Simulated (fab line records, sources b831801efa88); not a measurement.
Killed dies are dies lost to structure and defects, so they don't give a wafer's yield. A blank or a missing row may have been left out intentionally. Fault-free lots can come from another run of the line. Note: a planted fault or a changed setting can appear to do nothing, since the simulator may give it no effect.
fab line records ; flow sky130
record: lots: 11; wafers: 32; last_day: 50
route steps=708 shown NWELL@81 VT_ADJUST_NCORE@125 VT_ADJUST_HVTR@141 SONOS_TUNNEL@166 PAD_OPEN@708
lots that met no fault: from a run of the same line without faults
start_h: hours from the record's first day to the start of the lot's first wafer shown ; wait_h: hours since the lot's step before ; " repeats the value in the row above ; L1.1+2: several wafers, shown together as one row ; - no value, or no start was given ; * or withheld: withheld ; < > ~ a bound
route shown NAME@n: names a module that has steps shown in the file, with the first one's number in the route ; usual: mean/standard deviation of fault-free wafers ; same: alike in all rows ; chamber/n: place in a boat ; sites: readings site by site ; _std_site: the standard deviation of these ; _edge_site: the outer-site mean with the inner-site mean subtracted ; radius_mm: how far each site lies from the wafer's centre ; mask NAME#n: copy n ; behind: the most recent tool/chamber to have shaped the wafer ; hold: why the lot was held/for how many hours/how that ended ; device: the transistor (n, p or np) that didn't switch ; end of line: the tests these same wafers got at the end of their route ; where a step has no rows: the recipe by itself ; killed: at the first sort, the dies lost to defects and structure; wafer yield is something else ; map: per-die view of a wafer (x killed, . not killed, _ where there is no die)
set.NAME: the setting as run; set.NAME@STEP: as run at that earlier step ; model.NAME: the simulator's own value behind a step, which no gauge read
route steps across a sampled set of lots; one table per step, one row per wafer
services: when a tool's chamber went out of use (start_h, in hours from the record's first day, below 0 if earlier), for how many hours, and the reason
== steps ==
step: SKY_NWELL_RTA_28
recipe: temp_c: 1050; time_s: 30; idle_temp_c: 650; ramp_up_c_per_s: 150; ramp_down_c_per_s: 90; ambient: N2
usual: anneal_temp_c_max: 1056.1/1; lamp_power_pct: 25.30/0.057; ramp_up_c_per_s: 150.00/0.029; wafer_temp_C_max: 1054.9/0.98
lot.wafer;tool;chamber;start_h;wait_h;anneal_temp_c_max;lamp_power_pct;ramp_up_c_per_s;wafer_temp_C_max
L445.1;rtp_anneal-02;0;110.21;0.0;1055.3;25.25;150.02;1055.1
L445.3;rtp_anneal-02;0;110.21;0.0;1053.9;25.23;150.06;1056.6
L445.4;rtp_anneal-02;0;110.21;0.0;1055.8;25.32;150.06;1053.9
L452.1;rtp_anneal-02;0;159.07;0.0;1055.3;25.28;149.99;1055.9
L452.4;rtp_anneal-02;0;159.07;0.0;1056.0;25.25;150.01;1053.5
L454.1;rtp_anneal-01;0;167.16;0.0;1056.1;25.32;150.03;1053.5
L454.5;rtp_anneal-01;0;167.16;0.0;1055.2;25.34;150.03;1055.6
L454.6;rtp_anneal-01;0;167.16;0.0;1055.3;25.36;149.99;1056.6
L456.1;rtp_anneal-02;0;181.30;0.0;1056.1;25.41;149.93;1054.3
L456.3;rtp_anneal-02;0;181.30;0.0;1054.9;25.40;150.02;1055.9
L456.6;rtp_anneal-02;0;181.30;0.0;1056.8;25.36;150.05;1054.3
L458.1;rtp_anneal-01;0;191.06;0.0;1056.6;25.32;150.04;1053.5
L458.3;rtp_anneal-01;0;191.06;0.0;1056.8;25.26;150.03;1053.8
L458.5;rtp_anneal-01;0;191.06;0.0;1055.1;25.25;149.97;1054.4
L462.1;rtp_anneal-01;0;213.36;0.0;1055.3;25.31;149.96;1055.4
L462.5;rtp_anneal-01;0;213.36;0.0;1055.6;25.32;149.99;1054.9
L462.6;rtp_anneal-01;0;213.36;0.0;1056.4;25.36;149.99;1053.9
L463.2;rtp_anneal-02;0;218.57;0.0;1057.5;25.31;149.98;1053.7
L463.4;rtp_anneal-02;0;218.57;0.0;1056.8;25.33;150.03;1054.2
L463.6;rtp_anneal-02;0;218.57;0.0;1056.9;25.31;150.03;1054.6
L464.3;rtp_anneal-02;0;225.64;0.0;1057.3;25.34;149.97;1054.6
L464.5;rtp_anneal-02;0;225.64;0.0;1056.2;25.30;149.94;1053.9
L464.6;rtp_anneal-02;0;225.64;0.0;1056.1;25.28;149.98;1055.1
L465.2;rtp_anneal-01;0;227.82;0.0;1055.7;25.36;149.99;1053.9
L465.4;rtp_anneal-01;0;227.82;0.0;1055.3;25.28;150.00;1054.7
L465.6;rtp_anneal-01;0;227.82;0.0;1057.3;25.26;150.03;1054.4
L466.1;rtp_anneal-02;0;235.46;0.0;1057.9;25.34;149.95;1055.6
L466.3;rtp_anneal-02;0;235.46;0.0;1055.3;25.26;149.97;1054.1
L466.4;rtp_anneal-02;0;235.46;0.0;1056.2;25.29;149.98;1054.4
L467.1;rtp_anneal-02;0;242.60;0.0;1056.3;25.31;150.03;1055.4
L467.3;rtp_anneal-02;0;242.60;0.0;1055.6;25.36;149.96;1054.0
L467.5;rtp_anneal-02;0;242.60;0.0;1057.2;25.25;150.00;1054.3
step: SKY_VT_ADJUST_NCORE_DEVELOP_06
recipe: resist: NOVOLAK; developer: TMAH; develop_time_s: 60; dev_temp_c: 23
lot.wafer;tool;chamber;start_h;wait_h
L445.1+3+4;litho_track-01;0;188.26;0.1
L452.1+4;litho_track-01;0;244.26;0.1
L454.1+5+6;litho_track-01;0;255.51;0.1
L456.1+3+6;litho_track-02;0;272.75;0.1
L458.1+3+5;litho_track-03;0;284.72;0.1
L462.1+5+6;litho_track-03;0;308.77;0.1
L463.2+4+6;litho_track-02;0;315.58;0.1
L464.3+5+6;litho_track-03;0;326.97;0.1
L465.2+4+6;litho_track-03;0;328.15;0.1
L466.1+3+4;litho_track-03;0;335.92;0.1
L467.1+3+5;litho_track-01;0;344.76;0.1
step: SKY_VT_ADJUST_NCORE_CD_MEAS_07
recipe: target_cd_nm: 380
usual: cd_nm: 379.8/2.3
lot.wafer;tool;chamber;start_h;wait_h;cd_nm
L445.1;cd_sem-01;-;188.41;0.1;381.8
L445.3;cd_sem-01;-;188.41;0.1;379.9
L445.4;cd_sem-01;-;188.41;0.1;375.8
L452.1;cd_sem-02;-;244.41;0.1;-
L452.4;cd_sem-02;-;244.41;0.1;-
L454.1;cd_sem-02;-;255.66;0.1;-
L454.5;cd_sem-02;-;255.66;0.1;380.6
L454.6;cd_sem-02;-;255.66;0.1;383.0
L456.1;cd_sem-01;-;272.90;0.1;382.7
L456.3;cd_sem-01;-;272.90;0.1;382.6
L456.6;cd_sem-01;-;272.90;0.1;380.8
L458.1;cd_sem-01;-;284.87;0.1;379.1
L458.3;cd_sem-01;-;284.87;0.1;378.2
L458.5;cd_sem-01;-;284.87;0.1;376.8
L462.1;cd_sem-01;-;308.92;0.1;381.4
L462.5;cd_sem-01;-;308.92;0.1;381.9
L462.6;cd_sem-01;-;308.92;0.1;381.0
L463.2;cd_sem-01;-;315.72;0.1;376.3
L463.4;cd_sem-01;-;315.72;0.1;373.2
L463.6;cd_sem-01;-;315.72;0.1;374.4
L464.3;cd_sem-01;-;327.11;0.1;380.8
L464.5;cd_sem-01;-;327.11;0.1;377.8
L464.6;cd_sem-01;-;327.11;0.1;379.7
L465.2;cd_sem-01;-;328.29;0.1;384.3
L465.4;cd_sem-01;-;328.29;0.1;379.5
L465.6;cd_sem-01;-;328.29;0.1;382.0
L466.1;cd_sem-01;-;336.07;0.1;379.7
L466.3;cd_sem-01;-;336.07;0.1;379.7
L466.4;cd_sem-01;-;336.07;0.1;380.5
L467.1;cd_sem-02;-;344.91;0.1;378.1
L467.3;cd_sem-02;-;344.91;0.1;380.2
L467.5;cd_sem-02;-;344.91;0.1;380.2
step: SKY_VT_ADJUST_NCORE_OVL_MEAS_08
usual: VT_ADJUST_NCORE_OVL: 0.3/1.4
lot.wafer;tool;chamber;start_h;wait_h;VT_ADJUST_NCORE_OVL[nm]
L445.1;overlay-01;-;188.53;0.1;2.9
L445.3;overlay-01;-;188.53;0.1;1.0
L445.4;overlay-01;-;188.53;0.1;4.3
L452.1;overlay-02;-;244.53;0.1;-
L452.4;overlay-02;-;244.53;0.1;-
L454.1;overlay-02;-;255.78;0.1;-
L454.5;overlay-02;-;255.78;0.1;1.5
L454.6;overlay-02;-;255.78;0.1;0.0
L456.1;overlay-01;-;273.02;0.1;2.1
L456.3;overlay-01;-;273.02;0.1;2.1
L456.6;overlay-01;-;273.02;0.1;2.5
L458.1;overlay-02;-;284.99;0.1;0.8
L458.3;overlay-02;-;284.99;0.1;0.8
L458.5;overlay-02;-;284.99;0.1;-0.3
L462.1;overlay-02;-;309.04;0.1;1.4
L462.5;overlay-02;-;309.04;0.1;2.8
L462.6;overlay-02;-;309.04;0.1;1.0
L463.2;overlay-02;-;315.83;0.1;-1.5
L463.4;overlay-02;-;315.83;0.1;0.6
L463.6;overlay-02;-;315.83;0.1;-1.6
L464.3;overlay-01;-;327.20;0.1;-3.0
L464.5;overlay-01;-;327.20;0.1;0.5
L464.6;overlay-01;-;327.20;0.1;-2.7
L465.2;overlay-02;-;328.40;0.1;2.9
L465.4;overlay-02;-;328.40;0.1;1.3
L465.6;overlay-02;-;328.40;0.1;2.7
L466.1;overlay-01;-;336.19;0.1;-0.5
L466.3;overlay-01;-;336.19;0.1;1.0
L466.4;overlay-01;-;336.19;0.1;0.3
L467.1;overlay-01;-;345.03;0.1;1.9
L467.3;overlay-01;-;345.03;0.1;0.5
L467.5;overlay-01;-;345.03;0.1;3.9
step: SKY_VT_ADJUST_NCORE_TW_MEAS_11
usual: VT_ADJUST_NCORE_TW: 220.3/1.4
lot.wafer;tool;chamber;start_h;wait_h;hold;VT_ADJUST_NCORE_TW
L445.1;film_metro-01;-;188.82;0.1;-;216.6
L445.3;film_metro-01;-;188.82;0.1;-;217.9
L445.4;film_metro-01;-;188.82;0.1;-;218.0
L452.1;film_metro-02;-;244.82;0.1;await_dispo/0.2h/release;30.3
L452.4;film_metro-02;-;244.82;0.1;await_dispo/0.2h/release;30.4
L452.1;film_metro-02;-;245.04;0.2;-;30.3
L452.4;film_metro-02;-;245.04;0.2;-;30.2
L454.1;film_metro-01;-;256.07;0.1;await_dispo/0.2h/release;30.1
L454.5;film_metro-01;-;256.07;0.1;await_dispo/0.2h/release;218.1
L454.6;film_metro-01;-;256.07;0.1;await_dispo/0.2h/release;219.6
L454.1;film_metro-01;-;256.29;0.2;-;29.9
L454.5;film_metro-01;-;256.29;0.2;-;219.2
L454.6;film_metro-01;-;256.29;0.2;-;219.2
L456.1;film_metro-02;-;273.31;0.1;-;221.2
L456.3;film_metro-02;-;273.31;0.1;-;220.0
L456.6;film_metro-02;-;273.31;0.1;-;220.9
L458.1;film_metro-04;-;285.28;0.1;-;219.9
L458.3;film_metro-04;-;285.28;0.1;-;219.4
L458.5;film_metro-04;-;285.28;0.1;-;218.7
L462.1;film_metro-04;-;309.33;0.1;-;222.4
L462.5;film_metro-04;-;309.33;0.1;-;222.0
L462.6;film_metro-04;-;309.33;0.1;-;220.3
L463.2;film_metro-04;-;316.12;0.1;-;220.4
L463.4;film_metro-04;-;316.12;0.1;-;222.9
L463.6;film_metro-04;-;316.12;0.1;-;221.1
L464.3;film_metro-04;-;327.50;0.1;-;220.4
L464.5;film_metro-04;-;327.50;0.1;-;221.5
L464.6;film_metro-04;-;327.50;0.1;-;221.6
L465.2;film_metro-04;-;328.69;0.1;-;221.4
L465.4;film_metro-04;-;328.69;0.1;-;219.6
L465.6;film_metro-04;-;328.69;0.1;-;221.2
L466.1;film_metro-04;-;336.48;0.1;-;218.1
L466.3;film_metro-04;-;336.48;0.1;-;219.8
L466.4;film_metro-04;-;336.48;0.1;-;218.4
L467.1;film_metro-01;-;345.32;0.1;-;218.2
L467.3;film_metro-01;-;345.32;0.1;-;219.4
L467.5;film_metro-01;-;345.32;0.1;-;217.7
step: SKY_VT_ADJUST_HVTR_STRIP_10
recipe: chemistry: O2/N2; power_w: 1400; pressure_mtorr: 1500; platen_temp_c: withheld; o2_flow_sccm: 3000; n2_flow_sccm: 300; overash_fraction: 0.5
usual: drypump_motor_current_A: 5.4/0.3; oes_product_au: 0.715/0.0042; strip_time_to_endpoint_s: 14.19/0.045
lot.wafer;tool;chamber;start_h;wait_h;drypump_motor_current_A;oes_product_au;rf_hours_counter_h;strip_time_to_endpoint_s
L445.1;plasma_asher-02;0;210.93;0.1;4.9;0.712;42;14.17
L445.3;plasma_asher-02;0;210.93;0.1;4.9;0.709;-;14.19
L445.4;plasma_asher-02;1;210.93;0.1;5.6;0.717;-;14.17
L452.1;plasma_asher-04;1;268.97;0.1;5.9;0.720;15;14.13
L452.4;plasma_asher-04;1;268.97;0.1;5.9;0.710;-;14.16
L454.1;plasma_asher-01;0;280.61;0.1;5.2;0.715;58;14.20
L454.5;plasma_asher-01;1;280.61;0.1;5.4;0.721;-;14.17
L454.6;plasma_asher-01;0;280.61;0.1;5.2;0.710;-;14.19
L456.1;plasma_asher-01;0;298.46;0.1;5.2;0.716;60;14.18
L456.3;plasma_asher-01;1;298.46;0.1;5.5;0.720;-;14.23
L456.6;plasma_asher-01;0;298.46;0.1;5.2;0.715;-;14.21
L458.1;plasma_asher-01;1;310.52;0.1;5.4;0.713;61;14.22
L458.3;plasma_asher-01;0;310.52;0.1;5.2;0.717;-;14.23
L458.5;plasma_asher-01;1;310.52;0.1;5.4;0.720;-;14.21
L462.1;plasma_asher-01;1;335.21;0.1;5.5;0.710;64;14.20
L462.5;plasma_asher-01;1;335.21;0.1;5.4;0.721;-;14.20
L462.6;plasma_asher-01;0;335.21;0.1;5.2;0.718;-;14.19
L463.2;plasma_asher-04;1;342.91;0.1;5.8;0.719;22;14.13
L463.4;plasma_asher-04;0;342.91;0.1;5.7;0.716;-;14.20
L463.6;plasma_asher-04;1;342.91;0.1;5.8;0.711;-;14.13
L464.3;plasma_asher-04;0;355.65;0.1;5.6;0.713;-;14.19
L464.5;plasma_asher-04;1;355.65;0.1;5.8;0.717;-;14.16
L464.6;plasma_asher-04;0;355.65;0.1;5.7;0.717;-;14.15
L465.2;plasma_asher-01;0;355.91;0.1;5.2;0.715;66;14.13
L465.4;plasma_asher-01;0;355.91;0.1;5.2;0.726;-;14.09
L465.6;plasma_asher-01;1;355.91;0.1;5.4;0.718;-;14.10
L466.1;plasma_asher-04;0;363.93;0.1;5.7;0.714;24;14.20
L466.3;plasma_asher-04;1;363.93;0.1;5.9;0.709;-;14.16
L466.4;plasma_asher-04;0;363.93;0.1;5.6;0.714;-;14.14
L467.1;plasma_asher-04;1;374.36;0.1;5.8;0.721;25;14.19
L467.3;plasma_asher-04;1;374.36;0.1;5.8;0.721;-;14.14
L467.5;plasma_asher-04;1;374.36;0.1;5.8;0.709;-;14.16
step: SKY_SONOS_TUNNEL_TW_MEAS_12
usual: SONOS_TUNNEL_TW: 199.0/1.9
lot.wafer;tool;chamber;start_h;wait_h;SONOS_TUNNEL_TW
L445.1;film_metro-03;-;256.89;0.0;200.6
L445.3;film_metro-03;-;256.89;0.0;199.7
L445.4;film_metro-03;-;256.89;0.0;201.0
L452.1;film_metro-01;-;321.02;0.0;197.6
L452.4;film_metro-01;-;321.02;0.0;196.7
L454.1;film_metro-03;-;332.97;0.0;201.2
L454.5;film_metro-03;-;332.97;0.0;199.1
L454.6;film_metro-03;-;332.97;0.0;200.7
L456.1;film_metro-03;-;352.58;0.0;201.7
L456.3;film_metro-03;-;352.58;0.0;201.8
L456.6;film_metro-03;-;352.58;0.0;200.4
L458.1;film_metro-03;-;365.62;0.0;199.5
L458.3;film_metro-03;-;365.62;0.0;200.3
L458.5;film_metro-03;-;365.62;0.0;199.6
L462.1;film_metro-01;-;391.99;0.0;195.6
L462.5;film_metro-01;-;391.99;0.0;195.6
L462.6;film_metro-01;-;391.99;0.0;195.2
L463.2;film_metro-03;-;399.29;0.0;200.3
L463.4;film_metro-03;-;399.29;0.0;200.6
L463.6;film_metro-03;-;399.29;0.0;200.0
L464.3;film_metro-01;-;413.84;0.0;198.1
L464.5;film_metro-01;-;413.84;0.0;198.8
L464.6;film_metro-01;-;413.84;0.0;198.4
L465.2;film_metro-03;-;413.94;0.0;202.0
L465.4;film_metro-03;-;413.94;0.0;201.6
L465.6;film_metro-03;-;413.94;0.0;201.5
L466.1;film_metro-03;-;422.43;0.0;201.9
L466.3;film_metro-03;-;422.43;0.0;201.8
L466.4;film_metro-03;-;422.43;0.0;200.2
L467.1;film_metro-01;-;433.13;0.0;197.2
L467.3;film_metro-01;-;433.13;0.0;198.0
L467.5;film_metro-01;-;433.13;0.0;197.1
step: SKY_PAD_OPEN_PROBE_99
usual: killed_at_M0_to_M3: 42/7.1; killed_at_M4_up: 3.3/1.9; killed_at_contacts: 24/5; killed_at_front_end: 15/4.7; killed_at_other: 0.3/0.61; killed_dies: 86/9.6; killed_on_rim: 17/3.8; killed_open: 47/7.5; killed_short: 38/6.6
same: gross_dies: 492; killed_at_back_side: 0
lot.wafer;tool;chamber;start_h;wait_h;hold;killed_at_M0_to_M3;killed_at_M4_up;killed_at_contacts;killed_at_front_end;killed_at_other;killed_dies;killed_on_rim;killed_open;killed_short
L452.1;prober-02;-;1127.46;0.1;await_dispo/3.4h/release;41;5;22;424;0;492;96;41;41
L452.4;prober-02;-;1127.61;0.2;await_dispo/3.4h/release;51;1;20;420;0;492;96;46;37
L454.1;prober-02;-;1141.03;0.1;await_dispo/2.4h/release;37;1;21;432;1;492;96;37;30
L454.5;prober-02;-;1141.23;0.2;await_dispo/2.4h/release;47;5;17;12;2;83;17;42;40
L454.6;prober-02;-;1141.28;0.2;await_dispo/2.4h/release;42;4;22;6;0;74;9;44;30
L456.1;prober-02;-;1151.02;0.1;-;44;5;27;13;0;89;14;43;46
L456.3;prober-02;-;1151.12;0.2;-;35;1;30;20;1;87;15;51;36
L456.6;prober-02;-;1151.27;0.2;-;39;3;34;24;0;100;20;54;46
L458.1;prober-02;-;1162.57;0.1;-;38;4;38;15;0;95;22;57;38
L458.3;prober-02;-;1162.67;0.2;-;38;1;34;23;0;96;24;61;34
L458.5;prober-02;-;1162.77;0.2;-;55;3;27;15;1;101;18;57;44
L462.1;prober-02;-;1179.25;0.1;-;35;0;28;21;0;84;15;51;33
L462.5;prober-02;-;1179.45;0.2;-;40;5;25;16;0;86;23;49;37
L462.6;prober-02;-;1179.50;0.2;-;33;3;26;19;0;81;10;43;38
L463.2;prober-01;-;1181.29;0.1;-;51;1;22;12;0;86;16;41;45
L463.4;prober-01;-;1181.39;0.2;-;47;4;28;17;1;97;18;55;41
L463.6;prober-01;-;1181.49;0.2;-;46;2;25;20;0;93;19;49;44
L464.3;prober-02;-;1184.52;0.2;-;40;1;22;12;0;75;10;45;30
L464.5;prober-02;-;1184.62;0.2;-;36;2;20;18;0;76;17;36;37
L464.6;prober-02;-;1184.67;0.2;-;39;3;18;7;0;67;8;39;27
killed by level:class
L452.1 VT_ADJUST_NCORE:area_develop=410 METAL1:geometric_particle:short=10 CONTACT:geometric_particle:open=9 VIA1:geometric_particle:open=6 CONTACT:geometric_particle:short=5 VIA1:geometric_particle:short=5 METAL2:geometric_particle:short=5 FIELD_ISO:geometric_particle:open=4
L452.4 VT_ADJUST_NCORE:area_develop=409 VIA3:geometric_particle:open=14 VIA1:geometric_particle:open=7 CONTACT:geometric_particle:short=6 CONTACT:geometric_particle:open=6 METAL2:geometric_particle:short=6 POLY_GATE:geometric_particle:open=5 METAL1:geometric_particle:short=5
L454.1 VT_ADJUST_NCORE:area_develop=425 VIA1:geometric_particle:open=11 METAL1:geometric_particle:short=7 LI_CONTACT:geometric_particle:open=6 CONTACT:geometric_particle:open=5 CONTACT:geometric_particle:short=5 VIA3:geometric_particle:open=5 POLY_GATE:geometric_particle:open=4
L454.5 METAL2:geometric_particle:short=10 VIA1:geometric_particle:open=9 CONTACT:geometric_particle:open=7 VIA3:geometric_particle:open=6 METAL3:geometric_particle:short=6 VIA2:geometric_particle:open=6 FIELD_ISO:geometric_particle:open=5 METAL1:geometric_particle:short=5
L454.6 VIA1:geometric_particle:open=11 CONTACT:geometric_particle:open=7 LI_CONTACT:geometric_particle:open=6 VIA2:geometric_particle:open=6 LI_CONTACT:geometric_particle:short=4 METAL2:geometric_particle:open=4 METAL3:geometric_particle:short=4 VIA3:geometric_particle:open=4
L456.1 CONTACT:geometric_particle:open=11 VIA1:geometric_particle:open=11 LI_CONTACT:geometric_particle:open=7 FIELD_ISO:geometric_particle:short=6 METAL2:geometric_particle:short=6 VIA3:geometric_particle:open=6 LOCAL_INTERCONNECT:geometric_particle:short=5 METAL1:geometric_particle:short=5
L456.3 CONTACT:geometric_particle:open=13 VIA2:geometric_particle:open=8 VIA1:geometric_particle:open=8 CONTACT:geometric_particle:short=7 FIELD_ISO:geometric_particle:open=6 SPACER:geometric_particle:open=5 LI_CONTACT:geometric_particle:open=5 POLY_GATE:geometric_particle:short=4
L456.6 LI_CONTACT:geometric_particle:open=12 CONTACT:geometric_particle:open=12 CONTACT:geometric_particle:short=8 FIELD_ISO:geometric_particle:open=6 FIELD_ISO:geometric_particle:short=6 POLY_GATE:geometric_particle:open=6 METAL2:geometric_particle:short=6 METAL1:geometric_particle:short=5
L458.1 CONTACT:geometric_particle:open=16 LI_CONTACT:geometric_particle:open=10 VIA1:geometric_particle:open=10 CONTACT:geometric_particle:short=6 VIA3:geometric_particle:open=6 METAL1:geometric_particle:short=5 METAL2:geometric_particle:short=4 VIA2:geometric_particle:open=4
L458.3 CONTACT:geometric_particle:open=14 VIA1:geometric_particle:open=12 LI_CONTACT:geometric_particle:open=9 LI_CONTACT:geometric_particle:short=7 FIELD_ISO:geometric_particle:open=6 POLY_GATE:geometric_particle:short=6 VIA2:geometric_particle:open=6 POLY_GATE:geometric_particle:open=5
L458.5 VIA1:geometric_particle:open=16 LI_CONTACT:geometric_particle:open=10 METAL2:geometric_particle:short=8 FIELD_ISO:geometric_particle:short=7 CONTACT:geometric_particle:open=7 VIA3:geometric_particle:open=7 VIA2:geometric_particle:open=6 METAL1:geometric_particle:short=5
L462.1 CONTACT:geometric_particle:open=10 VIA1:geometric_particle:open=8 LI_CONTACT:geometric_particle:open=8 POLY_GATE:geometric_particle:open=7 VIA3:geometric_particle:open=7 METAL2:geometric_particle:short=5 FIELD_ISO:geometric_particle:open=4 LOCAL_INTERCONNECT:geometric_particle:short=4
L462.5 VIA1:geometric_particle:open=10 CONTACT:geometric_particle:open=9 VIA1:geometric_particle:short=7 LI_CONTACT:geometric_particle:open=6 VIA3:geometric_particle:open=6 METAL2:geometric_particle:short=4 VIA2:geometric_particle:short=4 FIELD_ISO:geometric_particle:open=3
L462.6 LI_CONTACT:geometric_particle:open=9 CONTACT:geometric_particle:open=8 METAL2:geometric_particle:short=7 VIA3:geometric_particle:open=7 VIA1:geometric_particle:open=6 FIELD_ISO:geometric_particle:short=5 FIELD_ISO:geometric_particle:open=4 CONTACT:geometric_particle:short=4
L463.2 LI_CONTACT:geometric_particle:open=8 METAL1:geometric_particle:short=8 VIA1:geometric_particle:short=8 VIA1:geometric_particle:open=7 CONTACT:geometric_particle:open=5 VIA2:geometric_particle:short=5 LI_CONTACT:geometric_particle:short=5 METAL2:geometric_particle:short=5
L463.4 CONTACT:geometric_particle:open=14 VIA1:geometric_particle:open=11 VIA2:geometric_particle:open=9 FIELD_ISO:geometric_particle:short=8 VIA3:geometric_particle:open=8 METAL1:geometric_particle:short=6 METAL2:geometric_particle:short=6 LI_CONTACT:geometric_particle:open=5
L463.6 CONTACT:geometric_particle:open=12 VIA1:geometric_particle:open=9 VIA2:geometric_particle:open=8 METAL2:geometric_particle:short=7 FIELD_ISO:geometric_particle:open=5 VIA3:geometric_particle:open=5 CONTACT:geometric_particle:short=5 VIA1:geometric_particle:short=5
L464.3 VIA3:geometric_particle:open=9 LI_CONTACT:geometric_particle:open=7 FIELD_ISO:geometric_particle:open=6 VIA2:geometric_particle:open=6 VIA1:geometric_particle:open=6 CONTACT:geometric_particle:open=5 METAL1:geometric_particle:short=5 METAL3:geometric_particle:short=5
L464.5 METAL2:geometric_particle:short=7 LI_CONTACT:geometric_particle:open=7 CONTACT:geometric_particle:open=7 VIA1:geometric_particle:short=7 FIELD_ISO:geometric_particle:short=5 VIA3:geometric_particle:open=5 POLY_GATE:geometric_particle:short=4 VIA1:geometric_particle:open=4
L464.6 CONTACT:geometric_particle:open=7 VIA2:geometric_particle:open=7 VIA3:geometric_particle:open=6 VIA1:geometric_particle:open=6 METAL1:geometric_particle:short=5 LI_CONTACT:geometric_particle:open=5 LOCAL_INTERCONNECT:geometric_particle:short=3 VIA3:geometric_particle:short=3
== services ==
tool;chamber;start_h;hours;kind
plasma_asher-04;-;108.75;9.0;pm
plasma_asher-04;0;108.75;9.0;vent_cycle
plasma_asher-04;1;108.75;9.0;vent_cycle
plasma_asher-04;0;117.75;-;clean
plasma_asher-04;1;117.75;-;clean
plasma_asher-01;-;135.99;4.5;repair
litho_track-03;-;168.48;-;consumable_replace:filter
plasma_asher-02;-;256.33;1.9;repair
plasma_asher-02;-;318.52;7.1;repair
plasma_asher-04;-;337.48;2.8;pm
plasma_asher-01;-;362.56;11.4;repair
plasma_asher-01;-;368.78;1.1;repair
== key ==
first_sign: step: SKY_VT_ADJUST_NCORE_CD_MEAS_07; reading: cd_nm; direction: missing
effect: step: SKY_VT_ADJUST_NCORE_OVL_MEAS_08; reading: VT_ADJUST_NCORE_OVL; direction: missing
effect: step: SKY_VT_ADJUST_NCORE_TW_MEAS_11; reading: visit; direction: added
effect: step: SKY_VT_ADJUST_NCORE_TW_MEAS_11; reading: VT_ADJUST_NCORE_TW; direction: down; sigmas: 99+; usual: 220.3; struck: 30.2
effect: step: SKY_PAD_OPEN_PROBE_99; reading: killed_at_front_end; direction: up; sigmas: 86; usual: 15; struck: 425
more_kills_born_at: SKY_VT_ADJUST_NCORE_DEVELOP_06@litho_track-01: 1244
met_at SKY_VT_ADJUST_NCORE_DEVELOP_06
struck_lots L452,L454
struck_wafers L452.1,L452.4,L454.1
tester_left_out L452,L454
not_acting_at SKY_NWELL_RTA_28,SKY_VT_ADJUST_HVTR_STRIP_10,SKY_SONOS_TUNNEL_TW_MEAS_12
onset_between 188.26 244.26
fault: kind: process_parameter_drift; tool: litho_track-01; chamber: -; onset_h: 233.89; steps: SKY_VT_ADJUST_NCORE_DEVELOP_06; channel: develop_time_s; offset: *; shape: step; end_h: 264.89; scope: struck_wafers_only; acts_in: *; stated: *
tester_left_out: of these lots the tester's yield and bins aren't shown, on N5 and GAA mostly nor the transistor test; their killed dies are dies lost to structure and defects alone, not to doping, threshold or leakage, so they don't give the yield
